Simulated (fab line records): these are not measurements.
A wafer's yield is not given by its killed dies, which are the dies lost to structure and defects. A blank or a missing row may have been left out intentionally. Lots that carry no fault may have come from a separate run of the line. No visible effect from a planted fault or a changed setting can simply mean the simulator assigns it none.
The tool behind it: which one? || flow gf180mcu || 12 lots with 36 wafers sampled at 6 steps, on a route of 602 steps

== WHAT THE GAUGES SHOWED, per wafer ==
GF_M3_CD_MEAS_14: the cd target is 280 nm.
{"lot": "L613", "measured": "day 21 22:56", "on": "cdSem-02", "cdNm (nm)": "278.3 277.9 278.2"}
{"lot": "L615", "measured": "day 22 17:01", "on": "cdSem-01", "cdNm (nm)": "281.1 280.8 281.2"}
{"lot": "L616", "measured": "day 23 00:32", "on": "cdSem-01", "cdNm (nm)": "278.8 279.4 279.5"}
{"lot": "L617", "measured": "day 23 12:35", "on": "cdSem-01", "cdNm (nm)": "276.6 276.9 276.5"}
{"lot": "L618", "measured": "day 23 17:47", "on": "cdSem-02", "cdNm (nm)": "281.2 280.5 281.8"}
{"lot": "L619", "measured": "day 24 00:53", "on": "cdSem-01", "cdNm (nm)": "281.7 282.2 281.9"}
{"lot": "L623", "measured": "day 25 18:25", "on": "cdSem-02", "cdNm (nm)": "281.1 281.6 282.3"}
{"lot": "L624", "measured": "day 25 19:31", "on": "cdSem-01", "cdNm (nm)": "279.1 279.8 279.4"}
{"lot": "L626", "measured": "day 26 08:32", "on": "cdSem-02", "cdNm (nm)": "283.8 283.1 282.7"}
{"lot": "L629", "measured": "day 27 07:30", "on": "cdSem-01", "cdNm (nm)": "279.2 280.1 279.4"}
{"lot": "L630", "measured": "day 27 10:46", "on": "cdSem-02", "cdNm (nm)": "279.3 279.4 279.7"}
{"lot": "L633", "measured": "day 28 08:18", "on": "cdSem-01", "cdNm (nm)": "280.1 277.9 278.7"}

GF_V3_RS_MEAS_24: measures by four-point-probe.
{"lot": "L613", "measured": "day 23 00:58", "on": "filmMetro-02", "V3_W_RS (ohm/sq)": "0.329 0.329 0.325"}
{"lot": "L615", "measured": "day 23 18:50", "on": "filmMetro-04", "V3_W_RS (ohm/sq)": "0.324 0.331 0.322"}
{"lot": "L616", "measured": "day 24 01:43", "on": "filmMetro-04", "V3_W_RS (ohm/sq)": "0.320 0.326 0.320"}
{"lot": "L617", "measured": "day 24 13:09", "on": "filmMetro-03", "V3_W_RS (ohm/sq)": "0.328 0.320 0.320"}
{"lot": "L618", "measured": "day 24 17:49", "on": "filmMetro-02", "V3_W_RS (ohm/sq)": "0.326 0.325 0.321"}
{"lot": "L619", "measured": "day 25 00:12", "on": "filmMetro-03", "V3_W_RS (ohm/sq)": "0.327 0.327 0.325"}
{"lot": "L623", "measured": "day 26 17:38", "on": "filmMetro-02", "V3_W_RS (ohm/sq)": "0.324 0.323 0.322"}
{"lot": "L624", "measured": "day 26 18:53", "on": "filmMetro-04", "V3_W_RS (ohm/sq)": "0.469 0.462 0.470"}
{"lot": "L626", "measured": "day 27 07:26", "on": "filmMetro-03", "V3_W_RS (ohm/sq)": "0.460 0.468 0.467"}
{"lot": "L629", "measured": "day 28 05:21", "on": "filmMetro-02", "V3_W_RS (ohm/sq)": "0.325 0.328 0.322"}
{"lot": "L630", "measured": "day 28 08:41", "on": "filmMetro-04", "V3_W_RS (ohm/sq)": "0.327 0.327 0.324"}
{"lot": "L633", "measured": "day 29 05:23", "on": "filmMetro-02", "V3_W_RS (ohm/sq)": "0.328 0.329 0.336"}

GF_V3_THK_MEAS_25: measures by xrf.
{"lot": "L613", "measured": "day 23 01:04", "on": "filmMetro-02", "V3_W_THK (nm)": "347 347 352"}
{"lot": "L615", "measured": "day 23 18:56", "on": "filmMetro-04", "V3_W_THK (nm)": "351 343 354"}
{"lot": "L616", "measured": "day 24 01:49", "on": "filmMetro-04", "V3_W_THK (nm)": "352 345 348"}
{"lot": "L617", "measured": "day 24 13:16", "on": "filmMetro-03", "V3_W_THK (nm)": "340 349 349"}
{"lot": "L618", "measured": "day 24 17:55", "on": "filmMetro-02", "V3_W_THK (nm)": "351 352 357"}
{"lot": "L619", "measured": "day 25 00:19", "on": "filmMetro-03", "V3_W_THK (nm)": "344 343 345"}
{"lot": "L623", "measured": "day 26 17:46", "on": "filmMetro-02", "V3_W_THK (nm)": "355 356 357"}
{"lot": "L624", "measured": "day 26 19:01", "on": "filmMetro-04", "V3_W_THK (nm)": "267 270 269"}
{"lot": "L626", "measured": "day 27 07:34", "on": "filmMetro-03", "V3_W_THK (nm)": "274 269 271"}
{"lot": "L629", "measured": "day 28 05:28", "on": "filmMetro-02", "V3_W_THK (nm)": "353 348 358"}
{"lot": "L630", "measured": "day 28 08:48", "on": "filmMetro-04", "V3_W_THK (nm)": "344 344 346"}
{"lot": "L633", "measured": "day 29 05:29", "on": "filmMetro-02", "V3_W_THK (nm)": "347 345 339"}

== WHAT TOOL EACH LOT RAN ON (gives the tool, then ch and the chambers of the sampled wafers, and finally the start) ==
{"lot": "L613", "GF_V2_ETCH_17": "rieDiel-04 ch 0,1,2, day 21 22:56 or earlier", "GF_V3_SPUTTER_22": "pvdSputter-04, day 23 00:47", "GF_V3_CVD_23": "cvdW-01 ch 0, day 23 00:50"}
{"lot": "L615", "GF_V2_ETCH_17": "rieDiel-01 ch 0,2,3, day 22 17:01 or earlier", "GF_V3_SPUTTER_22": "pvdSputter-01, day 23 18:39", "GF_V3_CVD_23": "cvdW-02 ch 0,1, day 23 18:43"}
{"lot": "L616", "GF_V2_ETCH_17": "rieDiel-04 ch 1,2,3, day 23 00:32 or earlier", "GF_V3_SPUTTER_22": "pvdSputter-01, day 24 01:32", "GF_V3_CVD_23": "cvdW-02 ch 0,1, day 24 01:35"}
{"lot": "L617", "GF_V2_ETCH_17": "rieDiel-03 ch 0,1,3, day 23 12:35 or earlier", "GF_V3_SPUTTER_22": "pvdSputter-04, day 24 12:59", "GF_V3_CVD_23": "cvdW-02 ch 0,1, day 24 13:02"}
{"lot": "L618", "GF_V2_ETCH_17": "rieDiel-03 ch 0,1,3, day 23 17:47 or earlier", "GF_V3_SPUTTER_22": "pvdSputter-03, day 24 17:38", "GF_V3_CVD_23": "cvdW-01 ch 0,1, day 24 17:41"}
{"lot": "L619", "GF_V2_ETCH_17": "rieDiel-04 ch 1,3, day 24 00:53 or earlier", "GF_V3_SPUTTER_22": "pvdSputter-01, day 25 00:03", "GF_V3_CVD_23": "cvdW-02 ch 0,1, day 25 00:05"}
{"lot": "L623", "GF_V2_ETCH_17": "rieDiel-01 ch 1,2,3, day 25 18:25 or earlier", "GF_V3_SPUTTER_22": "pvdSputter-01, day 26 17:29", "GF_V3_CVD_23": "cvdW-02 ch 0,1, day 26 17:32"}
{"lot": "L624", "GF_V2_ETCH_17": "rieDiel-03 ch 1,2,3, day 25 19:31 or earlier", "GF_V3_SPUTTER_22": "pvdSputter-01, day 26 18:44", "GF_V3_CVD_23": "cvdW-02 ch 0,1, day 26 18:47"}
{"lot": "L626", "GF_V2_ETCH_17": "rieDiel-04 ch 0,3, day 26 08:32 or earlier", "GF_V3_SPUTTER_22": "pvdSputter-04, day 27 07:17", "GF_V3_CVD_23": "cvdW-02 ch 0,1, day 27 07:20"}
{"lot": "L629", "GF_V2_ETCH_17": "rieDiel-04 ch 1,2, day 27 07:30 or earlier", "GF_V3_SPUTTER_22": "pvdSputter-04, day 28 05:11", "GF_V3_CVD_23": "cvdW-01 ch 0,1, day 28 05:13"}
{"lot": "L630", "GF_V2_ETCH_17": "rieDiel-03 ch 0,2,3, day 27 10:46 or earlier", "GF_V3_SPUTTER_22": "pvdSputter-01, day 28 08:31", "GF_V3_CVD_23": "cvdW-01 ch 0,1, day 28 08:34"}
{"lot": "L633", "GF_V2_ETCH_17": "rieDiel-03 ch 0,2,3, day 28 08:18 or earlier", "GF_V3_SPUTTER_22": "pvdSputter-01, day 29 05:12", "GF_V3_CVD_23": "cvdW-01 ch 0,1, day 29 05:16"}
- GF_V2_ETCH_17: etches SiO2 in C4F8/O2/Ar, stops on TiN, target depth 630 nm.
- GF_V3_SPUTTER_22: material TiN, target thk 10 nm, time 40 s.
- GF_V3_CVD_23: deposits W, target thk 350 nm, time 104.9 s.

== AS READ BY THE TOOLS THEMSELVES (means over the sampled wafers that have a number; for cases with no such wafer, the mark the record gives instead) ==
GF_V2_ETCH_17.
{"lot": "L613", "tool": "rieDiel-04", "oesProductAu (a.u.)": 0.857}
{"lot": "L615", "tool": "rieDiel-01", "oesProductAu (a.u.)": 0.860}
{"lot": "L616", "tool": "rieDiel-04", "oesProductAu (a.u.)": 0.859}
{"lot": "L617", "tool": "rieDiel-03", "oesProductAu (a.u.)": 0.855}
{"lot": "L618", "tool": "rieDiel-03", "oesProductAu (a.u.)": 0.859}
{"lot": "L619", "tool": "rieDiel-04", "oesProductAu (a.u.)": 0.855}
{"lot": "L623", "tool": "rieDiel-01", "oesProductAu (a.u.)": 0.856}
{"lot": "L624", "tool": "rieDiel-03", "oesProductAu (a.u.)": 0.851}
{"lot": "L626", "tool": "rieDiel-04", "oesProductAu (a.u.)": 0.858}
{"lot": "L629", "tool": "rieDiel-04", "oesProductAu (a.u.)": 0.853}
{"lot": "L630", "tool": "rieDiel-03", "oesProductAu (a.u.)": 0.857}
{"lot": "L633", "tool": "rieDiel-03", "oesProductAu (a.u.)": 0.854}

GF_V3_SPUTTER_22.
{"lot": "L613", "tool": "pvdSputter-04", "throttleValvePct (%)": 29.4}
{"lot": "L615", "tool": "pvdSputter-01", "throttleValvePct (%)": 30.6}
{"lot": "L616", "tool": "pvdSputter-01", "throttleValvePct (%)": 30.7}
{"lot": "L617", "tool": "pvdSputter-04", "throttleValvePct (%)": 28.9}
{"lot": "L618", "tool": "pvdSputter-03", "throttleValvePct (%)": 29.3}
{"lot": "L619", "tool": "pvdSputter-01", "throttleValvePct (%)": 30.7}
{"lot": "L623", "tool": "pvdSputter-01", "throttleValvePct (%)": 30.3}
{"lot": "L624", "tool": "pvdSputter-01", "throttleValvePct (%)": 30.3}
{"lot": "L626", "tool": "pvdSputter-04", "throttleValvePct (%)": 30.3}
{"lot": "L629", "tool": "pvdSputter-04", "throttleValvePct (%)": 30.0}
{"lot": "L630", "tool": "pvdSputter-01", "throttleValvePct (%)": 30.1}
{"lot": "L633", "tool": "pvdSputter-01", "throttleValvePct (%)": 30.2}

GF_V3_CVD_23.
{"lot": "L613", "tool": "cvdW-01", "heaterPowerW (W)": 996}
{"lot": "L615", "tool": "cvdW-02", "heaterPowerW (W)": 784}
{"lot": "L616", "tool": "cvdW-02", "heaterPowerW (W)": 791}
{"lot": "L617", "tool": "cvdW-02", "heaterPowerW (W)": 787}
{"lot": "L618", "tool": "cvdW-01", "heaterPowerW (W)": 953}
{"lot": "L619", "tool": "cvdW-02", "heaterPowerW (W)": 783}
{"lot": "L623", "tool": "cvdW-02", "heaterPowerW (W)": 793}
{"lot": "L624", "tool": "cvdW-02", "heaterPowerW (W)": 800}
{"lot": "L626", "tool": "cvdW-02", "heaterPowerW (W)": 783}
{"lot": "L629", "tool": "cvdW-01", "heaterPowerW (W)": 889}
{"lot": "L630", "tool": "cvdW-01", "heaterPowerW (W)": 944}
{"lot": "L633", "tool": "cvdW-01", "heaterPowerW (W)": 887}

== THE ANSWER, worked out from the rows above alone ==
Rule: the lots themselves supply what counts as usual. The widest of any qualifying gaps counts: lots, ordered by their means at a reading, are off when they make up no more than a third of the lots, leave a main group of 4 or more, and stand apart from it by 3 or more times the standard deviation of that group's means. A main group is skipped when, at the precision printed for the reading in the tables above, its means are all equal. Also off: a lot with no number at a reading for which 4 or more lots have one. Any other lot the step has rows for is counted as sound. After the gauges, taken in route order, come the tools' own readings; for these a lot's mean is taken, as printed above. The first step at which some lot is off is used, and at that step the reading that is off furthest; a lot without a number counts as furthest.
Off: L624, L626, seen at GF_V3_RS_MEAS_24 (V3_W_RS). The main group has a mean of 0.325 ohm/sq with a standard deviation of 0.0025.
A tool fits if, at a process step before that reading, it ran every lot that is off, and no sound lot after the first of them. Gauges at GF_V3_RS_MEAS_24: tried the same way as those tools. With no start given for some of its lots, GF_V2_ETCH_17 uses the hours and lot order of GF_M3_CD_MEAS_14. One fits: cvdW-02 at GF_V3_CVD_23. Its last sound lot is L623 (day 26 17:32), its first lot that is off L624 (day 26 18:47): a fault that began between those two fits.

== WHAT THE SIMULATOR HAD INSERTED ==
Site profile drift: cvdW-02, from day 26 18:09 on, at GF_V3_CVD_23. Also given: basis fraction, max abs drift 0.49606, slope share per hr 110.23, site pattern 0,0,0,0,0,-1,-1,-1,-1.
Lots struck among those shown: L624, L626. Same finding as the rule above.
